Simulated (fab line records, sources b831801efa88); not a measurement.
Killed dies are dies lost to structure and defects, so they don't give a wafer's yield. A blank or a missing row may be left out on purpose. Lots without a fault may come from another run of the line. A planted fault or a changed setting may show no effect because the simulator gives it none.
Which tool did it? | flow sky130 | 14 lots, 42 wafers sampled, at 2 steps of a route of 708

WHAT THE GAUGES READ, wafer by wafer
SKY_VT_ADJUST_NCORE_CD_MEAS_07: target cd 380 nm. Usual: cd_nm 379.4 nm, standard deviation 2.1.
lot  | measured     | on        | cd_nm (nm)        | flag
L419 | day 8 19:11  | cd_sem-01 | 379.5 381.7 379.5 |
L421 | day 9 08:27  | cd_sem-02 | 379.8 379.1 380.0 |
L422 | day 9 17:50  | cd_sem-01 | 379.3 381.3 381.9 |
L423 | day 9 21:37  | cd_sem-01 | 381.8 377.7 378.8 |
L424 | day 10 16:29 | cd_sem-01 | 379.0 378.6 377.6 |
L426 | day 10 19:23 | cd_sem-02 | 378.0 373.1 375.1 |
L425 | day 10 20:50 | cd_sem-01 | 377.3 379.2 376.9 |
L427 | day 11 14:16 | cd_sem-01 | 381.2 380.8 382.7 |
L428 | day 11 14:44 | cd_sem-02 | 380.8 381.4 379.7 |
L430 | day 11 20:50 | cd_sem-02 | 382.6 380.0 379.8 |
L432 | day 12 15:13 | cd_sem-02 | 380.1 381.2 382.3 |
L433 | day 12 21:17 | cd_sem-01 | 377.5 380.8 378.0 |
L438 | day 14 18:21 | cd_sem-01 | 376.4 376.8 376.1 |
L439 | day 14 20:15 | cd_sem-01 | 375.5 376.9 379.0 |

WHICH TOOL RAN EACH LOT (tool, then ch and the chambers of the sampled wafers, then the start)
lot  | SKY_NWELL_DEVELOP_09
L419 | litho_track-02 ch 0, day 4 17:00
L421 | litho_track-04 ch 0, day 5 04:00
L422 | litho_track-01 ch 0, day 5 12:00
L423 | litho_track-04 ch 0, day 5 18:00
L424 | litho_track-02 ch 0, day 6 05:00
L426 | litho_track-01 ch 0, day 6 13:00
L425 | litho_track-02 ch 0, day 6 13:00
L427 | litho_track-02 ch 0, day 6 21:00
L428 | litho_track-02 ch 0, day 7 00:00
L430 | litho_track-02 ch 0, day 7 10:00
L432 | litho_track-01 ch 0, day 8 00:00
L433 | litho_track-01 ch 0, day 8 05:00
L438 | litho_track-01, day 9 12:00
L439 | litho_track-04, day 9 16:00
- SKY_NWELL_DEVELOP_09: develop time 60 s.

WHAT THE TOOLS THEMSELVES READ (means of the sampled wafers that have a number; where no wafer has one, the mark that the record gives instead)
SKY_NWELL_DEVELOP_09. Usual: chill_plate_temp_C 22.96 C, standard deviation 0.11; exhaust_pa 44.9 Pa, standard deviation 0.88.
lot  | tool           | chill_plate_temp_C (C) | exhaust_pa (Pa) | flag
L419 | litho_track-02 | 22.87                  | 46.5            |
L421 | litho_track-04 | 23.08                  | 44.4            |
L422 | litho_track-01 | 22.98                  | 43.8            |
L423 | litho_track-04 | 22.88                  | 44.8            |
L424 | litho_track-02 | 22.93                  | 44.9            |
L426 | litho_track-01 | 22.98                  | 44.5            |
L425 | litho_track-02 | 22.80                  | 45.7            |
L427 | litho_track-02 | 22.95                  | 44.8            |
L428 | litho_track-02 | 22.94                  | 45.4            |
L430 | litho_track-02 | 22.98                  | 44.5            |
L432 | litho_track-01 | 22.93                  | 44.4            |
L433 | litho_track-01 | 23.00                  | 45.6            |
L438 | litho_track-01 | -                      | -               | OFF
L439 | litho_track-04 | -                      | -               | OFF

THE ANSWER, worked out from the rows above alone
Rule: a lot is off if the mean of its wafers that have a number lies more than 3 standard deviations from the usual mean. A lot without any number at a reading at which 4 lots or more have one is off too. The other lots that the step has rows for count as sound. The gauges are gone through in route order, then the tools' own readings, and for those a lot's mean is taken as printed above. The first step at which some lot is off is used, and at that step the reading that is off furthest; a lot without a number counts as furthest.
Off: L438, L439, at SKY_NWELL_DEVELOP_09 (chill_plate_temp_C). Without a number there: L438, L439.
A tool fits if, at that step or a process step before it, it ran every lot that is off, and no sound lot after the first of them. None of those tried fits.

WHAT THE SIMULATOR HAD PUT IN
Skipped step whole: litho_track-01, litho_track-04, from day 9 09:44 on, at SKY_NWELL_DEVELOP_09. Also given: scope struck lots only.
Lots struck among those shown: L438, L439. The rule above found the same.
